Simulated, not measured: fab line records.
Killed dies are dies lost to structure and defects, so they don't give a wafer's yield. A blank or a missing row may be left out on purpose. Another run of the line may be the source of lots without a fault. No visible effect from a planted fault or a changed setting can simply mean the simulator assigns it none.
fab line records	flow sky130
[record] lots = 5	wafers = 15	last_day = 50
route steps=708 shown VT_ADJUST_NCORE@129 VT_ADJUST_HVTR@131 VT_ADJUST_PCH@143
lots that met no fault: taken from a fault-free run of the same line
start_h: hours from the record's opening day to when the first of the lot's shown wafers began	wait_h: hours from the lot's prior step to this one	" the same as in the row above	L1.1+2: one row covering several wafers at once	- no value, or no start given	* or withheld: withheld	< > ~ a bound
route shown NAME@n: a module of which the file shows steps, and the number in the route of the first	usual: mean/standard deviation taken from wafers without a fault	same: alike in all rows	chamber/n: place in a boat	sites: the reading at each site	_std_site: standard deviation across them	_edge_site: inner sites' mean taken away from outer sites' mean	radius_mm: for every site, how far away it sits from the centre of the wafer	mask NAME#n: copy n	behind: tool/chamber where the wafer was last shaped	hold: cause of the lot's hold/its duration in hours/its outcome	device: whichever transistor did not switch (one of n, p or np)	end of line: at the end of the route, the tests of the same wafers	for a step that has no rows: nothing shown but its recipe	killed: at the first sort, the dies lost to defects and structure; wafer yield is something else	map: per-die view of a wafer (x killed, . not killed, _ where there is no die)
set.NAME: the setting the step ran with; set.NAME@STEP: the setting that earlier step ran with	model.NAME: the simulator's own value behind a step, which no gauge read
lots at some steps of the route; a table a step, a row a wafer
services: from which hour (start_h, from the record's first day; less than 0 if before it) a tool's chamber was out of use, for how many hours, and why
[[steps]]
[step SKY_VT_ADJUST_NCORE_STRIP_10]
[recipe] chemistry = O2/N2	power_w = 1400	pressure_mtorr = 1500	platen_temp_c = withheld	o2_flow_sccm = 3000	n2_flow_sccm = 300	overash_fraction = 0.5
[usual] drypump_motor_current_A = 5.6/0.32	oes_product_au = 0.715/0.0044	strip_time_to_endpoint_s = 14.20/0.055
lot.wafer	tool	chamber	start_h	wait_h	drypump_motor_current_A	oes_product_au	rf_hours_counter_h	strip_time_to_endpoint_s
L075.2	plasma_asher-04	0	211.30	0.1	5.9	0.716	50	14.09
L075.4	"	1	"	"	5.9	0.705	-	14.12
L075.5	"	1	"	"	5.9	0.711	-	14.11
L081.2	plasma_asher-01	1	254.45	0.1	5.3	0.712	13	14.09
L081.3	"	1	"	"	5.3	0.713	-	14.07
L081.6	"	0	"	"	5.1	0.718	-	14.06
L083.2	plasma_asher-02	1	264.00	0.1	5.9	0.716	57	14.21
L083.4	"	1	"	"	5.9	0.718	-	14.27
L083.6	"	1	"	"	5.9	0.725	-	14.18
L089.1	plasma_asher-04	1	299.25	0.1	5.9	0.713	58	14.21
L089.2	"	0	"	"	5.9	0.716	58	14.15
L089.5	"	1	"	"	5.8	0.720	-	14.17
L092.1	plasma_asher-01	1	315.65	0.1	5.3	0.717	19	14.13
L092.3	"	0	"	"	5.1	0.714	-	14.18
L092.4	"	1	"	"	5.3	0.720	-	14.16
[step SKY_VT_ADJUST_NCORE_TW_MEAS_11]
[usual] VT_ADJUST_NCORE_TW = 216.3/1.5
lot.wafer	tool	chamber	start_h	wait_h	VT_ADJUST_NCORE_TW
L075.2	film_metro-02	-	211.41	0.1	214.3
L075.4	"	-	"	"	213.3
L075.5	"	-	"	"	214.3
L081.2	film_metro-03	-	254.56	0.1	216.5
L081.3	"	-	"	"	216.3
L081.6	"	-	"	"	217.4
L083.2	film_metro-02	-	264.11	0.1	216.0
L083.4	"	-	"	"	215.4
L083.6	"	-	"	"	215.7
L089.1	film_metro-03	-	299.35	0.1	215.1
L089.2	"	-	"	"	216.5
L089.5	"	-	"	"	215.3
L092.1	film_metro-02	-	315.75	0.1	214.8
L092.3	"	-	"	"	215.1
L092.4	"	-	"	"	215.2
[step SKY_VT_ADJUST_HVTR_DEHYDRATE_00]
[recipe] temp_c = 200	time_s = 60
lot.wafer	tool	chamber	start_h	wait_h
L075.2+4+5	litho_track-01	0	221.51	10.1
L081.2+3+6	litho_track-04	0	264.72	10.1
L083.2+4+6	litho_track-02	0	275.44	11.3
L089.1+2+5	litho_track-04	0	310.89	11.5
L092.1+3+4	litho_track-04	0	328.09	12.3
[step SKY_VT_ADJUST_HVTR_HMDS_01]
[recipe] prime_time_s = 60	prime_temp_c = 120
lot.wafer	tool	chamber	start_h	wait_h
L075.2+4+5	litho_track-01	0	221.66	0.1
L081.2+3+6	litho_track-04	0	264.87	0.1
L083.2+4+6	litho_track-02	0	275.59	0.1
L089.1+2+5	litho_track-04	0	311.04	0.1
L092.1+3+4	litho_track-04	0	328.24	0.1
[step SKY_VT_ADJUST_HVTR_COAT_02]
[recipe] resist = NOVOLAK	spin_rpm = 3000	resist_thk_nm = 1140
lot.wafer	tool	chamber	start_h	wait_h
L075.2+4+5	litho_track-01	0	221.81	0.1
L081.2+3+6	litho_track-04	0	265.02	0.1
L083.2+4+6	litho_track-02	0	275.74	0.1
L089.1+2+5	litho_track-04	0	311.19	0.1
L092.1+3+4	litho_track-04	0	328.39	0.1
[step SKY_VT_ADJUST_HVTR_SOFTBAKE_03]
[recipe] temp_c = 90	time_s = 60	resist = NOVOLAK
lot.wafer	tool	chamber	start_h	wait_h
L075.2+4+5	litho_track-01	0	221.96	0.1
L081.2+3+6	litho_track-04	0	265.17	0.1
L083.2+4+6	litho_track-02	0	275.89	0.1
L089.1+2+5	litho_track-04	0	311.34	0.1
L092.1+3+4	litho_track-04	0	328.54	0.1
[step SKY_VT_ADJUST_HVTR_EXPOSE_04]
[recipe] mask_id = HVTRM	target_cd_nm = 380	na = 0.6	source_shape = conventional	sigma_outer = 0.6	dose_mj = 150
[usual] exposure_dose_mJ_cm2 = 149.96/0.18
lot.wafer	tool	chamber	start_h	wait_h	mask	exposure_dose_mJ_cm2
L075.2	iline_stepper-01	0	-	-	HVTRM#0	149.73
L075.4	"	0	"	"	HVTRM#0	149.90
L075.5	"	0	"	"	HVTRM#0	149.83
L081.2	iline_stepper-02	0	-	-	HVTRM#0	149.64
L081.3	"	0	"	"	HVTRM#0	149.45
L081.6	"	0	"	"	HVTRM#0	149.82
L083.2	iline_stepper-01	0	-	-	HVTRM#0	150.04
L083.4	"	0	"	"	HVTRM#0	150.13
L083.6	"	0	"	"	HVTRM#0	149.95
L089.1	iline_stepper-02	0	-	-	HVTRM#0	149.89
L089.2	"	0	"	"	HVTRM#0	150.07
L089.5	"	0	"	"	HVTRM#0	150.28
L092.1	iline_stepper-01	0	-	-	HVTRM#0	150.05
L092.3	"	0	"	"	HVTRM#0	150.27
L092.4	"	0	"	"	HVTRM#0	150.13
[step SKY_VT_ADJUST_HVTR_PEB_05]
[recipe] temp_c = withheld	time_s = *	resist = NOVOLAK
lot.wafer	tool	chamber	start_h	wait_h
L075.2+4+5	litho_track-02	0	-	-
L081.2+3+6	litho_track-02	0	-	-
L083.2+4+6	litho_track-04	0	-	-
L089.1+2+5	litho_track-02	0	-	-
L092.1+3+4	litho_track-04	0	-	-
[step SKY_VT_ADJUST_HVTR_DEVELOP_06]
[recipe] develop_time_s = 60	dev_temp_c = 23
lot.wafer	tool	chamber	start_h	wait_h
L075.2+4+5	litho_track-02	0	233.64	0.1
L081.2+3+6	litho_track-02	0	277.14	0.1
L083.2+4+6	litho_track-04	0	287.37	0.1
L089.1+2+5	litho_track-02	0	323.47	0.1
L092.1+3+4	litho_track-04	0	340.74	0.1
[step SKY_VT_ADJUST_HVTR_CD_MEAS_07]
[recipe] target_cd_nm = 380
[usual] cd_nm = 380.4/2.8
lot.wafer	tool	chamber	start_h	wait_h	cd_nm
L075.2	cd_sem-02	-	233.79	0.1	383.8
L075.4	"	-	"	"	383.8
L075.5	"	-	"	"	382.5
L081.2	cd_sem-02	-	277.29	0.1	379.8
L081.3	"	-	"	"	378.2
L081.6	"	-	"	"	377.6
L083.2	cd_sem-02	-	287.51	0.1	378.1
L083.4	"	-	"	"	375.1
L083.6	"	-	"	"	375.4
L089.1	cd_sem-02	-	323.62	0.1	375.8
L089.2	"	-	"	"	375.8
L089.5	"	-	"	"	377.0
L092.1	cd_sem-02	-	340.89	0.1	377.8
L092.3	"	-	"	"	376.1
L092.4	"	-	"	"	373.0
[step SKY_VT_ADJUST_HVTR_OVL_MEAS_08]
[usual] VT_ADJUST_HVTR_OVL = 0.1/1.2
lot.wafer	tool	chamber	start_h	wait_h	VT_ADJUST_HVTR_OVL[nm]
L075.2	overlay-02	-	233.89	0.1	0.8
L075.4	"	-	"	"	-0.1
L075.5	"	-	"	"	-0.4
L081.2	overlay-02	-	277.39	0.1	-0.1
L081.3	"	-	"	"	0.0
L081.6	"	-	"	"	0.2
L083.2	overlay-01	-	287.62	0.1	-0.4
L083.4	"	-	"	"	0.2
L083.6	"	-	"	"	-0.3
L089.1	overlay-01	-	323.74	0.1	-0.1
L089.2	"	-	"	"	-1.5
L089.5	"	-	"	"	-0.5
L092.1	overlay-02	-	341.01	0.1	-0.8
L092.3	"	-	"	"	-0.7
L092.4	"	-	"	"	-0.6
[step SKY_VT_ADJUST_HVTR_IMPLANT_09]
[recipe] species = B	energy_kev = 10	dose_cm2 = 2.1e+12	tilt_deg = withheld
lot.wafer	tool	chamber	start_h	wait_h
L075.2+4+5	implanter-03	0	233.95	0.0
L081.2+3+6	implanter-04	0	277.45	0.0
L083.2+4+6	implanter-04	0	287.67	0.0
L089.1+2+5	implanter-03	0	323.77	0.0
L092.1+3+4	implanter-04	0	341.05	0.0
[step SKY_VT_ADJUST_HVTR_STRIP_10]
[recipe] chemistry = O2/N2	power_w = 1400	pressure_mtorr = 1500	platen_temp_c = withheld	o2_flow_sccm = 3000	n2_flow_sccm = 300	overash_fraction = 0.5
[usual] drypump_motor_current_A = 5.64/0.28	oes_product_au = 0.716/0.0043	strip_time_to_endpoint_s = 14.19/0.043
lot.wafer	tool	chamber	start_h	wait_h	drypump_motor_current_A	oes_product_au	rf_hours_counter_h	strip_time_to_endpoint_s
L075.2	plasma_asher-03	1	234.07	0.1	5.29	0.718	43	14.11
L075.4	"	0	"	"	5.31	0.715	-	14.16
L075.5	"	1	"	"	5.25	0.715	-	14.14
L081.2	plasma_asher-03	0	277.57	0.1	5.33	0.718	48	14.20
L081.3	"	1	"	"	5.25	0.715	-	14.26
L081.6	"	0	"	"	5.30	0.717	-	14.19
L083.2	plasma_asher-04	0	287.80	0.1	5.88	0.713	57	14.14
L083.4	"	0	"	"	5.88	0.720	-	14.16
L083.6	"	1	"	"	5.81	0.718	-	14.13
L089.1	plasma_asher-04	0	323.92	0.1	5.93	0.712	60	14.23
L089.2	"	1	"	"	5.85	0.715	60	14.24
L089.5	"	0	"	"	5.90	0.719	-	14.23
L092.1	plasma_asher-04	1	341.20	0.1	5.81	0.709	62	14.25
L092.3	"	0	"	"	5.90	0.718	-	14.25
L092.4	"	1	"	"	5.86	0.724	-	14.26
[step SKY_VT_ADJUST_HVTR_TW_MEAS_11]
[usual] VT_ADJUST_HVTR_TW = 209.8/1.5
lot.wafer	tool	chamber	start_h	wait_h	VT_ADJUST_HVTR_TW
L075.2	film_metro-01	-	234.18	0.1	208.4
L075.4	"	-	"	"	208.5
L075.5	"	-	"	"	209.3
L081.2	film_metro-04	-	277.68	0.1	209.9
L081.3	"	-	"	"	208.5
L081.6	"	-	"	"	209.4
L083.2	film_metro-01	-	287.91	0.1	210.6
L083.4	"	-	"	"	210.0
L083.6	"	-	"	"	210.1
L089.1	film_metro-03	-	324.02	0.1	207.9
L089.2	"	-	"	"	209.1
L089.5	"	-	"	"	207.8
L092.1	film_metro-04	-	341.30	0.1	212.4
L092.3	"	-	"	"	211.9
L092.4	"	-	"	"	211.8
[step SKY_VT_ADJUST_PCH_DEHYDRATE_00]
[recipe] temp_c = 200	time_s = 60
lot.wafer	tool	chamber	start_h	wait_h
L075.2+4+5	litho_track-04	0	243.47	9.3
L081.2+3+6	litho_track-04	0	288.52	10.8
L083.2+4+6	litho_track-02	0	299.59	11.7
L089.1+2+5	litho_track-02	0	336.72	12.7
L092.1+3+4	litho_track-03	0	354.09	12.8
[step SKY_VT_ADJUST_PCH_HMDS_01]
[recipe] prime_time_s = 60	prime_temp_c = 120
lot.wafer	tool	chamber	start_h	wait_h
L075.2+4+5	litho_track-04	0	243.62	0.1
L081.2+3+6	litho_track-04	0	288.67	0.1
L083.2+4+6	litho_track-02	0	299.74	0.1
L089.1+2+5	litho_track-02	0	336.87	0.1
L092.1+3+4	litho_track-03	0	354.24	0.1
[step SKY_VT_ADJUST_PCH_COAT_02]
[recipe] spin_rpm = 2000	resist_thk_nm = 3000
lot.wafer	tool	chamber	start_h	wait_h
L075.2+4+5	litho_track-04	0	243.77	0.1
L081.2+3+6	litho_track-04	0	288.82	0.1
L083.2+4+6	litho_track-02	0	299.89	0.1
L089.1+2+5	litho_track-02	0	337.02	0.1
L092.1+3+4	litho_track-03	0	354.39	0.1
[step SKY_VT_ADJUST_PCH_SOFTBAKE_03]
[recipe] temp_c = 110	time_s = withheld
lot.wafer	tool	chamber	start_h	wait_h
L075.2+4+5	litho_track-04	0	243.92	0.1
L081.2+3+6	litho_track-04	0	288.97	0.1
L083.2+4+6	litho_track-02	0	300.05	0.1
L089.1+2+5	litho_track-02	0	337.17	0.1
L092.1+3+4	litho_track-03	0	354.54	0.1
[step SKY_VT_ADJUST_PCH_EXPOSE_04]
[recipe] mask_id = NWM	na = 0.6	source_shape = conventional	sigma_outer = 0.6	polarization = unpolarized	target_cd_nm = 840	dose_mj = 255
[usual] exposure_dose_mJ_cm2 = 255.02/0.26
lot.wafer	tool	chamber	start_h	wait_h	mask	exposure_dose_mJ_cm2
L075.2	iline_stepper-01	0	-	-	NWM#0	254.91
L075.4	"	0	"	"	NWM#0	254.99
L075.5	"	0	"	"	NWM#0	255.22
L081.2	iline_stepper-02	0	-	-	NWM#0	255.03
L081.3	"	0	"	"	NWM#0	255.00
L081.6	"	0	"	"	NWM#0	255.65
L083.2	iline_stepper-02	0	-	-	NWM#0	254.75
L083.4	"	0	"	"	NWM#0	254.65
L083.6	"	0	"	"	NWM#0	254.70
L089.1	iline_stepper-01	0	-	-	NWM#0	254.86
L089.2	"	0	"	"	NWM#0	255.04
L089.5	"	0	"	"	NWM#0	255.02
L092.1	iline_stepper-01	0	-	-	NWM#0	255.44
L092.3	"	0	"	"	NWM#0	255.61
L092.4	"	0	"	"	NWM#0	255.42
[step SKY_VT_ADJUST_PCH_PEB_05]
[recipe] temp_c = 115	time_s = withheld
lot.wafer	tool	chamber	start_h	wait_h
L075.2+4+5	litho_track-04	0	-	-
L081.2+3+6	litho_track-03	0	-	-
L083.2+4+6	litho_track-02	0	-	-
L089.1+2+5	litho_track-02	0	-	-
L092.1+3+4	litho_track-03	0	-	-
[step SKY_VT_ADJUST_PCH_DEVELOP_06]
[recipe] wall_angle_deg = 90	developer = TMAH	develop_time_s = 60	dev_temp_c = 23
lot.wafer	tool	chamber	start_h	wait_h
L075.2+4+5	litho_track-04	0	-	-
L081.2+3+6	litho_track-03	0	-	-
L083.2+4+6	litho_track-02	0	-	-
L089.1+2+5	litho_track-02	0	-	-
L092.1+3+4	litho_track-03	0	-	-
[step SKY_VT_ADJUST_PCH_OVL_MEAS_07]
[usual] VT_ADJUST_PCH_OVL = -0.1/1.3
lot.wafer	tool	chamber	start_h	wait_h	VT_ADJUST_PCH_OVL[nm]
L075.2	overlay-02	-	255.45	-	-0.6
L075.4	"	-	"	"	1.6
L075.5	"	-	"	"	-0.8
L081.2	overlay-01	-	301.45	-	2.0
L081.3	"	-	"	"	1.2
L081.6	"	-	"	"	2.0
L083.2	overlay-01	-	312.27	-	0.0
L083.4	"	-	"	"	1.1
L083.6	"	-	"	"	0.3
L089.1	overlay-02	-	349.77	-	-0.2
L089.2	"	-	"	"	0.0
L089.5	"	-	"	"	-1.6
L092.1	overlay-01	-	367.94	-	1.3
L092.3	"	-	"	"	-1.5
L092.4	"	-	"	"	1.4
[step SKY_VT_ADJUST_PCH_IMPLANT_08]
[recipe] species = B	energy_kev = 10	dose_cm2 = 5e+11	tilt_deg = withheld
lot.wafer	tool	chamber	start_h	wait_h
L075.2+4+5	implanter-02	0	255.50	0.0
L081.2+3+6	implanter-04	0	301.50	0.0
L083.2+4+6	implanter-01	0	312.33	0.0
L089.1+2+5	implanter-01	0	349.80	0.0
L092.1+3+4	implanter-04	0	367.97	0.0
[step SKY_VT_ADJUST_PCH_STRIP_09]
[recipe] chemistry = O2/N2	power_w = 1400	pressure_mtorr = 1500	platen_temp_c = withheld	o2_flow_sccm = 3000	n2_flow_sccm = 300	overash_fraction = 0.5
[usual] drypump_motor_current_A = 5.4/0.31	oes_product_au = 0.723/0.0048	strip_time_to_endpoint_s = 36.97/0.11
lot.wafer	tool	chamber	start_h	wait_h	drypump_motor_current_A	oes_product_au	rf_hours_counter_h	strip_time_to_endpoint_s
L075.2	plasma_asher-01	0	255.63	0.1	5.2	0.732	13	37.05
L075.4	"	1	"	"	5.3	0.709	-	37.00
L075.5	"	0	"	"	5.1	0.723	-	37.09
L081.2	plasma_asher-01	1	301.63	0.1	5.3	0.724	18	36.92
L081.3	"	0	"	"	5.1	0.721	-	37.03
L081.6	"	0	"	"	5.1	0.725	-	37.04
L083.2	plasma_asher-01	1	312.45	0.1	5.3	0.719	19	36.99
L083.4	"	1	"	"	5.3	0.715	-	36.89
L083.6	"	1	"	"	5.3	0.722	-	36.94
L089.1	plasma_asher-04	1	349.95	0.1	5.8	0.716	63	37.02
L089.2	"	0	"	"	5.9	0.721	63	37.07
L089.5	"	1	"	"	5.8	0.723	-	37.01
L092.1	plasma_asher-01	1	368.12	0.1	5.3	0.716	23	37.12
L092.3	"	0	"	"	5.1	0.721	-	37.07
L092.4	"	1	"	"	5.3	0.714	-	37.02
[[services]]
tool	chamber	start_h	hours	kind
implanter-03	-	190.70	1.8	repair
implanter-04	-	193.44	9.9	repair
plasma_asher-01	-	208.59	2.8	repair
implanter-02	-	216.30	6.4	pm
implanter-02	-	222.71	24.0	pm
iline_stepper-01	-	226.79	1.7	pm
implanter-03	-	257.25	4.0	repair
implanter-01	-	267.00	3.4	pm
implanter-04	-	272.86	2.1	repair
litho_track-02	-	279.56	-	consumable_replace:filter
plasma_asher-04	-	300.06	2.8	pm
implanter-04	-	305.05	1.1	repair
implanter-02	-	316.52	6.2	repair
implanter-04	-	327.61	6.3	pm
plasma_asher-01	-	346.35	14.6	pm
iline_stepper-02	0	350.52	-	calibration
iline_stepper-02	-	351.06	1.7	pm
[[key]]
fault none
